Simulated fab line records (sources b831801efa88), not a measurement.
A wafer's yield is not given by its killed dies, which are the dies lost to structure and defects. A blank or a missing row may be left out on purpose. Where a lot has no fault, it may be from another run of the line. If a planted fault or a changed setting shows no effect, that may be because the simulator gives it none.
Which tool was responsible? | flow sky130 | 21 wafers from 7 lots sampled at 2 of the route's 708 steps

WHAT THE GAUGES READ, wafer by wafer
SKY_NWELL_RS_MEAS_29: measures by four-point-probe.
lot  | measured     | on            | NWELL_RS (ohm/sq)
L416 | day 5 14:10  | film_metro-03 | 627.4 628.5 629.2
L420 | day 6 14:58  | film_metro-01 | 627.1 626.8 625.9
L423 | day 7 04:21  | film_metro-01 | 133.0 133.2 133.1
L425 | day 7 16:31  | film_metro-04 | 132.7 132.7 132.7
L432 | day 9 18:12  | film_metro-03 | 627.0 622.1 624.2
L434 | day 9 23:18  | film_metro-03 | 623.6 624.3 625.0
L437 | day 11 00:31 | film_metro-03 | 624.9 624.2 622.7

WHICH TOOL RAN EACH LOT (tool, then ch and the chambers of the sampled wafers, then the start)
lot  | SKY_NWELL_RTA_28
L416 | rtp_anneal-02 ch 0, day 5 14:04
L420 | rtp_anneal-02 ch 0, day 6 14:52
L423 | rtp_anneal-01, day 7 04:09
L425 | rtp_anneal-02, day 7 16:19
L432 | rtp_anneal-02 ch 0, day 9 18:06
L434 | rtp_anneal-02 ch 0, day 9 23:11
L437 | rtp_anneal-01 ch 0, day 11 00:25
- SKY_NWELL_RTA_28: time 30 s.

THE ANSWER, worked out from the rows above alone
Rule: usual is defined by the lots themselves. The widest of any qualifying gaps counts: lots, ordered by their means at a reading, are off when they make up no more than a third of the lots, leave a main group of 4 or more, and stand apart from it by 3 or more times the standard deviation of that group's means. A main group is skipped when, at the precision printed for the reading in the tables above, its means are all equal. A lot without any number at a reading at which 4 lots or more have one is off too. Any other lot the step has rows for is counted as sound.
Off: L423, L425, at SKY_NWELL_RS_MEAS_29 (NWELL_RS). The main group: mean 625.5 ohm/sq, standard deviation 1.7.
If a tool, at a process step before that reading, ran all the lots that are off and no sound lot after the first of them, it fits. Those tools and the gauges at SKY_NWELL_RS_MEAS_29 are tried in the same way. Not one of the candidates tried fits.

WHAT THE SIMULATOR PUT IN
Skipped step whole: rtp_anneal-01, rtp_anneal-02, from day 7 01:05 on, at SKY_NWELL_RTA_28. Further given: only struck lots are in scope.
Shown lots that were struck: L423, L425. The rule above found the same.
